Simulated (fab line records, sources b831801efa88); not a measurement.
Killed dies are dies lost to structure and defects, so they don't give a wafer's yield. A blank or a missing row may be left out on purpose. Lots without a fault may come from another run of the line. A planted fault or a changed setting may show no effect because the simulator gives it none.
Chamber matching | flow sky130 | SKY_CONTACT_ETCH_17 on rie_diel-02: 4 sister chambers
The step etches SiO2 in C4F8/O2/Ar, stops on Si3N4, target depth 340 nm. 4 wafers are shown with their chamber, then 8 later ones without.

WAFERS WITH THEIR CHAMBER
wafer  | chamber | oes_product_au (a.u.)
L085.3 | 1       | 0.891
L085.6 | 2       | 0.883
L089.3 | 0       | 0.888
L087.1 | 3       | 0.899

WAFERS WITHOUT THEIR CHAMBER
wafer  | oes_product_au (a.u.)
L087.3 | 0.887
L087.6 | 0.887
L092.1 | 0.892
L092.2 | 0.895
L092.3 | 0.892
L092.4 | 0.895
L092.5 | 0.893
L092.6 | 0.888

WHICH CHAMBER EACH WENT THROUGH
wafer  | from the rows above          | in truth
L087.3 | can't be placed: 0 or 1 or 2 | 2
L087.6 | can't be placed: 0 or 1 or 2 | 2
L092.1 | can't be placed: 1 or 0      | 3
L092.2 | can't be placed: 1 or 3 or 0 | 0
L092.3 | can't be placed: 1 or 0      | 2
L092.4 | can't be placed: 1 or 3 or 0 | 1
L092.5 | can't be placed: 1 or 0 or 3 | 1
L092.6 | can't be placed: 0 or 1      | 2
Placed correctly: 0 of 8. Can't be placed from these rows: 8 (the true chamber is among the candidates in 5). Placed wrongly: 0.
How it was worked out, from the rows above alone: a wafer's distance from a chamber is the root of the sum, over the readings, of the square of ((its reading less the chamber's mean) divided by the reading's scatter). The wafer belongs to the nearest chamber; if the next one is less than 2 further off, it can't be placed. A chamber's mean is the mean of its shown wafers. The scatter: with one shown wafer a chamber, the root of the mean of the squares of how far each hidden wafer lies from its nearest shown one.
